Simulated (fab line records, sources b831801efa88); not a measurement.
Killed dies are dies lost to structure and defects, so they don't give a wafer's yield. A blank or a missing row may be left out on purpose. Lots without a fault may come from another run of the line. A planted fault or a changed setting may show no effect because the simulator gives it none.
fab line records | flow gf180mcu
record lots=24 wafers=72 last_day=34
route steps=602 shown M3@409 M4@457 V4@490 MIM@508
lots that met no fault: from a run of the same line without faults
start_h: hours from the record's first day to the start of the lot's first wafer shown | wait_h: hours since the lot's step before | " the same as in the row above | L1.1+2: a row that stands for several wafers | - no value, or no start given | * or withheld: withheld | < > ~ a bound
route shown NAME@n: a module of which the file shows steps, and the number in the route of the first | usual: mean/standard deviation of fault-free wafers | same: alike in all rows | chamber/n: place in a boat | sites: the reading at each site | _std_site: their standard deviation | _edge_site: outer sites' mean less inner sites' | radius_mm: how far each site lies from the wafer's centre | mask NAME#n: copy n | behind: the tool/chamber that last shaped the wafer | hold: why the lot was held/for how many hours/how that ended | device: the transistor (n, p or np) that didn't switch | end of line: the same wafers' tests at the end of the route | a step without rows: its recipe alone | killed: dies lost to structure and defects at the first sort, not the wafer's yield | map: a wafer's dies, x killed, . not, _ none there
set.NAME: the setting as run; set.NAME@STEP: as run at that earlier step | model.NAME: the simulator's own value behind a step, which no gauge read
steps of the route over a sample of lots; a table a step, a row a wafer
services: from which hour (start_h, from the record's first day; less than 0 if before it) a tool's chamber was out of use, for how many hours, and why
## steps
# step GF_M3_SPUTTER_00
# recipe material=Ti target_thk_nm=37.5 arriving_ion_energy_ev=80 substrate_temp_c=200 chamber_pressure_pa=2 power_w=4000 time_s=150
# usual throttle_valve_pct=30.1/1.4
# columns lot.wafer tool chamber start_h wait_h throttle_valve_pct
L074.1 pvd_sputter-01 - 465.42 0.1 30.5
L074.2 " - " " 29.3
L074.5 " - " " 29.1
L075.1 pvd_sputter-01 - 475.77 0.2 30.4
L075.4 " - " " 29.2
L075.6 " - " " 28.4
L076.1 pvd_sputter-01 - 479.37 0.2 29.4
L076.3 " - " " 30.0
L076.5 " - " " 28.9
L077.1 pvd_sputter-03 - 491.20 0.2 31.9
L077.2 " - " " 32.8
L077.4 " - " " 30.1
L078.2 pvd_sputter-02 - 500.27 0.1 31.1
L078.3 " - " " 30.2
L078.6 " - " " 31.3
L079.2 pvd_sputter-02 - 509.28 0.2 28.8
L079.4 " - " " 31.2
L079.6 " - " " 31.0
L080.1 pvd_sputter-03 - 524.74 0.1 31.7
L080.3 " - " " 32.9
L080.5 " - " " 27.7
L081.1 pvd_sputter-03 - 526.85 0.1 32.0
L081.2 " - " " 30.3
L081.5 " - " " 27.5
L082.1 pvd_sputter-03 - 539.22 0.2 30.1
L082.5 " - " " 32.8
L082.6 " - " " 27.6
L083.2 pvd_sputter-02 - 549.19 0.2 31.4
L083.3 " - " " 31.0
L083.6 " - " " 31.1
L084.2 pvd_sputter-02 - 554.47 0.1 31.1
L084.4 " - " " 30.1
L084.6 " - " " 31.1
L085.4 pvd_sputter-01 - 562.60 0.2 29.3
L085.5 " - " " 30.6
L085.6 " - " " 29.5
L086.2 pvd_sputter-02 - 571.07 0.1 31.4
L086.4 " - " " 29.1
L086.5 " - " " 31.5
L087.1 pvd_sputter-01 - 576.85 0.1 28.6
L087.4 " - " " 29.0
L087.6 " - " " 29.3
L088.2 pvd_sputter-03 - 586.55 0.2 32.8
L088.4 " - " " 27.3
L088.6 " - " " 32.9
L089.1 pvd_sputter-01 - 591.42 0.1 29.3
L089.3 " - " " 30.7
L089.4 " - " " 29.2
L090.1 pvd_sputter-01 - 603.59 0.1 30.6
L090.3 " - " " 28.3
L090.6 " - " " 29.1
L091.1 pvd_sputter-03 - 605.89 0.1 32.8
L091.2 " - " " 27.8
L091.3 " - " " 31.9
L092.2 pvd_sputter-01 - 624.57 0.1 28.5
L092.3 " - " " 29.3
L092.6 " - " " 30.4
L093.3 pvd_sputter-02 - 625.59 0.2 31.1
L093.5 " - " " 30.1
L093.6 " - " " 31.1
L094.4 pvd_sputter-02 - 630.87 0.2 29.0
L094.5 " - " " 29.9
L094.6 " - " " 28.9
L095.1 pvd_sputter-02 - 636.99 0.1 31.4
L095.3 " - " " 31.0
L095.4 " - " " 30.0
L096.1 pvd_sputter-02 - 646.09 0.2 31.4
L096.3 " - " " 30.1
L096.6 " - " " 30.1
L097.2 pvd_sputter-03 - 652.92 0.2 32.7
L097.3 " - " " 27.4
L097.6 " - " " 32.8
# step GF_M4_SPUTTER_01
# recipe material=TiN target_thk_nm=30 power_w=6500 time_s=25 chamber_pressure_pa=0.4
# usual throttle_valve_pct=30.0/1.2
# columns lot.wafer tool chamber start_h wait_h throttle_valve_pct
L074.1 pvd_sputter-01 - 517.05 0.1 29.3
L074.2 " - " " 29.1
L074.5 " - " " 28.6
L075.1 pvd_sputter-02 - 526.58 0.1 31.4
L075.4 " - " " 28.9
L075.6 " - " " 31.4
L076.1 pvd_sputter-02 - 530.32 0.1 29.0
L076.3 " - " " 31.4
L076.5 " - " " 31.6
L077.1 pvd_sputter-04 - 541.74 0.1 31.0
L077.2 " - " " 27.8
L077.4 " - " " 30.9
L078.2 pvd_sputter-01 - 549.57 0.1 29.4
L078.3 " - " " 28.7
L078.6 " - " " 30.6
L079.2 pvd_sputter-01 - 557.62 0.1 29.2
L079.4 " - " " 30.8
L079.6 " - " " 28.5
L080.1 pvd_sputter-04 - 572.17 0.1 31.6
L080.3 " - " " 28.1
L080.5 " - " " 27.7
L081.1 pvd_sputter-02 - 577.39 0.1 29.8
L081.2 " - " " 31.3
L081.5 " - " " 28.7
L082.1 pvd_sputter-04 - 585.44 0.1 31.3
L082.5 " - " " 31.0
L082.6 " - " " 27.8
L083.2 pvd_sputter-01 - 598.39 0.1 28.5
L083.3 " - " " 29.3
L083.6 " - " " 29.4
L084.2 pvd_sputter-04 - 601.97 0.1 28.0
L084.4 " - " " 31.4
L084.6 " - " " 31.4
L085.4 pvd_sputter-04 - 607.40 0.1 31.2
L085.5 " - " " 31.3
L085.6 " - " " 28.0
L086.2 pvd_sputter-01 - 617.32 0.1 29.3
L086.4 " - " " 29.4
L086.5 " - " " 29.2
L087.1 pvd_sputter-01 - 621.19 0.1 29.3
L087.4 " - " " 28.9
L087.6 " - " " 30.8
L088.2 pvd_sputter-01 - 630.62 0.1 30.7
L088.4 " - " " 30.6
L088.6 " - " " 28.7
L089.1 pvd_sputter-01 - 635.93 0.1 30.7
L089.3 " - " " 28.5
L089.4 " - " " 29.1
L090.1 pvd_sputter-04 - 648.29 0.1 27.9
L090.3 " - " " 30.8
L090.6 " - " " 28.0
L091.1 pvd_sputter-01 - 650.47 0.1 29.3
L091.2 " - " " 29.2
L091.3 " - " " 30.6
L092.2 pvd_sputter-02 - 668.34 0.1 31.2
L092.3 " - " " 29.1
L092.6 " - " " 31.0
L093.3 pvd_sputter-04 - 668.34 0.1 31.3
L093.5 " - " " 28.1
L093.6 " - " " 31.3
L094.4 pvd_sputter-04 - 673.04 0.1 30.8
L094.5 " - " " 31.3
L094.6 " - " " 28.3
L095.1 pvd_sputter-04 - 679.05 0.1 31.1
L095.3 " - " " 31.6
L095.4 " - " " 30.7
L096.1 pvd_sputter-02 - 687.75 0.1 31.1
L096.3 " - " " 31.3
L096.6 " - " " 29.2
L097.2 pvd_sputter-02 - 694.57 0.1 31.5
L097.3 " - " " 31.0
L097.6 " - " " 31.2
# step GF_M4_SPUTTER_03
# recipe material=Ti target_thk_nm=10 substrate_temp_c=300 chamber_pressure_pa=0.3 power_w=3000 time_s=6.7
# usual throttle_valve_pct=30.0/1.2
# columns lot.wafer tool chamber start_h wait_h throttle_valve_pct
L074.1 pvd_sputter-01 - 517.11 0.0 29.5
L074.2 " - " " 29.3
L074.5 " - " " 28.6
L075.1 pvd_sputter-02 - 526.64 0.0 31.7
L075.4 " - " " 29.1
L075.6 " - " " 31.1
L076.1 pvd_sputter-02 - 530.38 0.0 29.4
L076.3 " - " " 31.5
L076.5 " - " " 31.3
L077.1 pvd_sputter-04 - 541.80 0.0 31.3
L077.2 " - " " 27.7
L077.4 " - " " 31.0
L078.2 pvd_sputter-01 - 549.63 0.0 29.4
L078.3 " - " " 28.4
L078.6 " - " " 30.5
L079.2 pvd_sputter-01 - 557.68 0.0 29.5
L079.4 " - " " 30.5
L079.6 " - " " 28.6
L080.1 pvd_sputter-04 - 572.23 0.0 31.7
L080.3 " - " " 28.1
L080.5 " - " " 28.3
L081.1 pvd_sputter-02 - 577.45 0.0 30.0
L081.2 " - " " 31.3
L081.5 " - " " 28.9
L082.1 pvd_sputter-04 - 585.50 0.0 31.4
L082.5 " - " " 30.9
L082.6 " - " " 28.1
L083.2 pvd_sputter-01 - 598.45 0.0 28.4
L083.3 " - " " 29.4
L083.6 " - " " 29.3
L084.2 pvd_sputter-04 - 602.03 0.0 28.0
L084.4 " - " " 31.3
L084.6 " - " " 31.5
L085.4 pvd_sputter-04 - 607.46 0.0 31.3
L085.5 " - " " 31.5
L085.6 " - " " 28.2
L086.2 pvd_sputter-01 - 617.38 0.0 29.1
L086.4 " - " " 29.2
L086.5 " - " " 29.3
L087.1 pvd_sputter-01 - 621.25 0.0 29.3
L087.4 " - " " 29.2
L087.6 " - " " 30.2
L088.2 pvd_sputter-01 - 630.69 0.0 30.7
L088.4 " - " " 30.6
L088.6 " - " " 28.8
L089.1 pvd_sputter-01 - 635.99 0.0 30.8
L089.3 " - " " 28.3
L089.4 " - " " 29.5
L090.1 pvd_sputter-04 - 648.35 0.0 27.9
L090.3 " - " " 30.6
L090.6 " - " " 28.4
L091.1 pvd_sputter-01 - 650.53 0.0 29.4
L091.2 " - " " 29.3
L091.3 " - " " 30.6
L092.2 pvd_sputter-02 - 668.40 0.0 30.9
L092.3 " - " " 29.4
L092.6 " - " " 31.3
L093.3 pvd_sputter-04 - 668.40 0.0 31.5
L093.5 " - " " 27.9
L093.6 " - " " 31.1
L094.4 pvd_sputter-04 - 673.10 0.0 31.0
L094.5 " - " " 31.5
L094.6 " - " " 28.0
L095.1 pvd_sputter-04 - 679.12 0.0 31.1
L095.3 " - " " 31.5
L095.4 " - " " 31.1
L096.1 pvd_sputter-02 - 687.81 0.0 31.2
L096.3 " - " " 31.2
L096.6 " - " " 28.9
L097.2 pvd_sputter-02 - 694.63 0.0 31.4
L097.3 " - " " 31.0
L097.6 " - " " 31.2
# step GF_M4_THK_MEAS_06
# recipe thk_meas_gauge=xrf reads=AlCu_of_M4_SPUTTER_02
# usual M4_ALCU_THK=459/5.3
# columns lot.wafer tool chamber start_h wait_h M4_ALCU_THK[nm]
L074.1 film_metro-02 - 517.29 0.1 460
L074.2 " - " " 459
L074.5 " - " " 461
L075.1 film_metro-04 - 526.82 0.1 456
L075.4 " - " " 460
L075.6 " - " " 459
L076.1 film_metro-02 - 530.56 0.1 459
L076.3 " - " " 453
L076.5 " - " " 458
L077.1 film_metro-03 - 541.98 0.1 451
L077.2 " - " " 445
L077.4 " - " " 449
L078.2 film_metro-03 - 549.82 0.1 458
L078.3 " - " " 456
L078.6 " - " " 456
L079.2 film_metro-02 - 557.87 0.1 464
L079.4 " - " " 458
L079.6 " - " " 459
L080.1 film_metro-02 - 572.41 0.1 468
L080.3 " - " " 464
L080.5 " - " " 462
L081.1 film_metro-02 - 577.63 0.1 462
L081.2 " - " " 465
L081.5 " - " " 461
L082.1 film_metro-02 - 585.68 0.1 463
L082.5 " - " " 465
L082.6 " - " " 462
L083.2 film_metro-02 - 598.64 0.1 458
L083.3 " - " " 464
L083.6 " - " " 461
L084.2 film_metro-04 - 602.23 0.1 465
L084.4 " - " " 455
L084.6 " - " " 464
L085.4 film_metro-04 - 607.67 0.1 456
L085.5 " - " " 457
L085.6 " - " " 450
L086.2 film_metro-03 - 617.57 0.1 454
L086.4 " - " " 456
L086.5 " - " " 458
L087.1 film_metro-03 - 621.43 0.1 470
L087.4 " - " " 468
L087.6 " - " " 463
L088.2 film_metro-03 - 630.88 0.1 458
L088.4 " - " " 457
L088.6 " - " " 450
L089.1 film_metro-02 - 636.17 0.1 459
L089.3 " - " " 456
L089.4 " - " " 461
L090.1 film_metro-03 - 648.53 0.1 463
L090.3 " - " " 466
L090.6 " - " " 466
L091.1 film_metro-04 - 650.71 0.1 454
L091.2 " - " " 457
L091.3 " - " " 456
L092.2 film_metro-04 - 668.59 0.1 455
L092.3 " - " " 452
L092.6 " - " " 451
L093.3 film_metro-03 - 668.60 0.1 467
L093.5 " - " " 460
L093.6 " - " " 463
L094.4 film_metro-03 - 673.31 0.1 459
L094.5 " - " " 472
L094.6 " - " " 459
L095.1 film_metro-03 - 679.30 0.1 463
L095.3 " - " " 466
L095.4 " - " " 456
L096.1 film_metro-02 - 687.99 0.1 462
L096.3 " - " " 459
L096.6 " - " " 456
L097.2 film_metro-04 - 694.82 0.1 454
L097.3 " - " " 454
L097.6 " - " " 452
# step GF_V4_CD_MEAS_14
# recipe target_cd_nm=260
# usual cd_nm=259.3/1.2
# columns lot.wafer tool chamber start_h wait_h cd_nm
L074.1 cd_sem-02 - 564.21 0.1 259.3
L074.2 " - " " 259.3
L074.5 " - " " 260.0
L075.1 cd_sem-02 - 573.43 0.1 260.0
L075.4 " - " " 260.0
L075.6 " - " " 258.8
L076.1 cd_sem-01 - 575.61 0.1 260.0
L076.3 " - " " 261.6
L076.5 " - " " 260.4
L077.1 cd_sem-02 - 586.01 0.1 258.8
L077.2 " - " " 259.1
L077.4 " - " " 258.7
L078.2 cd_sem-02 - 596.38 0.1 258.6
L078.3 " - " " 258.7
L078.6 " - " " 258.9
L079.2 cd_sem-01 - 602.88 0.1 260.7
L079.4 " - " " 260.2
L079.6 " - " " 261.0
L080.1 cd_sem-01 - 616.03 0.1 260.0
L080.3 " - " " 259.8
L080.5 " - " " 260.0
L081.1 cd_sem-01 - 620.66 0.1 260.0
L081.2 " - " " 260.1
L081.5 " - " " 259.1
L082.1 cd_sem-01 - 628.61 0.1 258.3
L082.5 " - " " 258.3
L082.6 " - " " 259.2
L083.2 cd_sem-01 - 640.30 0.1 256.5
L083.3 " - " " 257.4
L083.6 " - " " 256.7
L084.2 cd_sem-01 - 644.48 0.1 258.5
L084.4 " - " " 258.9
L084.6 " - " " 259.0
L085.4 cd_sem-02 - 649.26 0.1 257.7
L085.5 " - " " 257.9
L085.6 " - " " 258.1
L086.2 cd_sem-02 - 659.25 0.1 260.3
L086.4 " - " " 259.7
L086.5 " - " " 259.2
L087.1 cd_sem-01 - 661.16 0.1 258.6
L087.4 " - " " 259.1
L087.6 " - " " 258.3
L088.2 cd_sem-01 - 670.83 0.1 261.4
L088.4 " - " " 262.0
L088.6 " - " " 261.8
L089.1 cd_sem-01 - 677.05 0.1 258.6
L089.3 " - " " 258.8
L089.4 " - " " 259.2
L090.1 cd_sem-01 - 687.98 0.1 257.3
L090.3 " - " " 257.6
L090.6 " - " " 257.9
L091.1 cd_sem-01 - 690.56 0.1 259.4
L091.2 " - " " 259.6
L091.3 " - " " 259.8
L092.2 cd_sem-02 - 707.37 0.1 261.0
L092.3 " - " " 262.4
L092.6 " - " " 262.0
L093.3 cd_sem-02 - 707.74 0.1 258.4
L093.5 " - " " 257.1
L093.6 " - " " 257.8
L094.4 cd_sem-01 - 712.16 0.1 259.7
L094.5 " - " " 259.6
L094.6 " - " " 259.7
L095.1 cd_sem-02 - 717.80 0.1 258.1
L095.3 " - " " 257.0
L095.4 " - " " 257.4
L096.1 cd_sem-02 - 725.85 0.1 261.1
L096.3 " - " " 261.2
L096.6 " - " " 259.2
L097.2 cd_sem-02 - 731.70 0.1 259.6
L097.3 " - " " 259.3
L097.6 " - " " 260.1
# step GF_MIM_CVD_05
# recipe material=Si3N4 target_thk_nm=42 temp_max_c=400 temp_c=385 time_s=29.086 rf_w=450
# usual heater_power_w=633/97
# columns lot.wafer tool chamber start_h wait_h heater_power_w
L074.1 pecvd-03 2 566.12 0.0 736
L074.2 " 0 " " 639
L074.5 " 0 " " 660
L075.1 pecvd-01 2 577.37 0.0 614
L075.4 " 0 " " 693
L075.6 " 1 " " 682
L076.1 pecvd-03 0 577.81 0.0 697
L076.3 " 2 " " 750
L076.5 " 2 " " 761
L077.1 pecvd-04 2 587.80 0.0 661
L077.2 " 1 " " 485
L077.4 " 0 " " 708
L078.2 pecvd-04 1 598.10 0.0 464
L078.3 " 2 " " 676
L078.6 " 1 " " 475
L079.2 pecvd-04 1 604.59 0.0 410
L079.4 " 0 " " 674
L079.6 " 1 " " 415
L080.1 pecvd-01 1 617.77 0.0 750
L080.3 " 2 " " 633
L080.5 " 1 " " 760
L081.1 pecvd-04 1 622.42 0.0 463
L081.2 " 2 " " 659
L081.5 " 2 " " 650
L082.1 pecvd-04 0 630.34 0.0 677
L082.5 " 1 " " 490
L082.6 " 0 " " 664
L083.2 pecvd-03 2 642.01 0.0 720
L083.3 " 0 " " 720
L083.6 " 1 " " 539
L084.2 pecvd-01 1 646.26 0.0 738
L084.4 " 1 " " 728
L084.6 " 0 " " 708
L085.4 pecvd-03 0 650.95 0.0 645
L085.5 " 1 " " 518
L085.6 " 0 " " 639
L086.2 pecvd-03 0 660.96 0.0 668
L086.4 " 2 " " 771
L086.5 " 1 " " 512
L087.1 pecvd-04 1 662.89 0.0 424
L087.4 " 2 " " 698
L087.6 " 0 " " 695
L088.2 pecvd-01 0 672.57 0.0 729
L088.4 " 1 " " 758
L088.6 " 0 " " 720
L089.1 pecvd-03 2 678.79 0.0 689
L089.3 " 0 " " 727
L089.4 " 2 " " 703
L090.1 pecvd-04 0 689.71 0.0 691
L090.3 " 1 " " 464
L090.6 " 0 " " 684
L091.1 pecvd-01 2 692.30 0.0 635
L091.2 " 0 " " 724
L091.3 " 1 " " 698
L092.2 pecvd-01 2 709.53 0.0 635
L092.3 " 1 " " 762
L092.6 " 0 " " 630
L093.3 pecvd-04 1 709.84 0.0 499
L093.5 " 0 " " 576
L093.6 " 2 " " 703
L094.4 pecvd-04 2 714.26 0.0 681
L094.5 " 0 " " 611
L094.6 " 1 " " 416
L095.1 pecvd-01 2 719.54 0.0 722
L095.3 " 0 " " 726
L095.4 " 1 " " 663
L096.1 pecvd-04 0 727.59 0.0 560
L096.3 " 2 " " 643
L096.6 " 1 " " 509
L097.2 pecvd-01 2 733.44 0.0 660
L097.3 " 1 " " 758
L097.6 " 0 " " 644
## services
# columns tool chamber start_h hours kind
pvd_sputter-01 - 450.34 9.0 repair
pvd_sputter-03 - 453.06 13.1 repair
pvd_sputter-01 - 456.40 1.1 repair
pecvd-04 - 505.41 1.0 repair
pvd_sputter-03 - 520.81 3.6 repair
pecvd-04 - 559.26 2.8 pm
pecvd-03 - 590.38 28.1 pm
pecvd-01 - 591.12 14.0 pm
pvd_sputter-02 - 593.06 27.1 repair
pvd_sputter-04 - 597.68 0.6 repair
pecvd-01 - 614.34 0.7 repair
pecvd-03 0 619.90 12.5 repair
pecvd-04 2 624.53 10.9 repair
pecvd-03 1 627.70 6.3 repair
pecvd-04 - 628.55 1.0 repair
pecvd-03 2 643.83 8.0 repair
pecvd-03 - 673.10 2.0 repair
pvd_sputter-03 - 678.19 2.1 repair
pecvd-03 - 678.91 2.8 pm
pvd_sputter-04 - 682.47 2.4 repair
pvd_sputter-03 - 682.64 2.1 repair
pvd_sputter-02 - 698.57 40.2 repair
pvd_sputter-01 - 700.85 8.0 repair
pvd_sputter-04 - 724.51 5.8 repair
## key
fault none
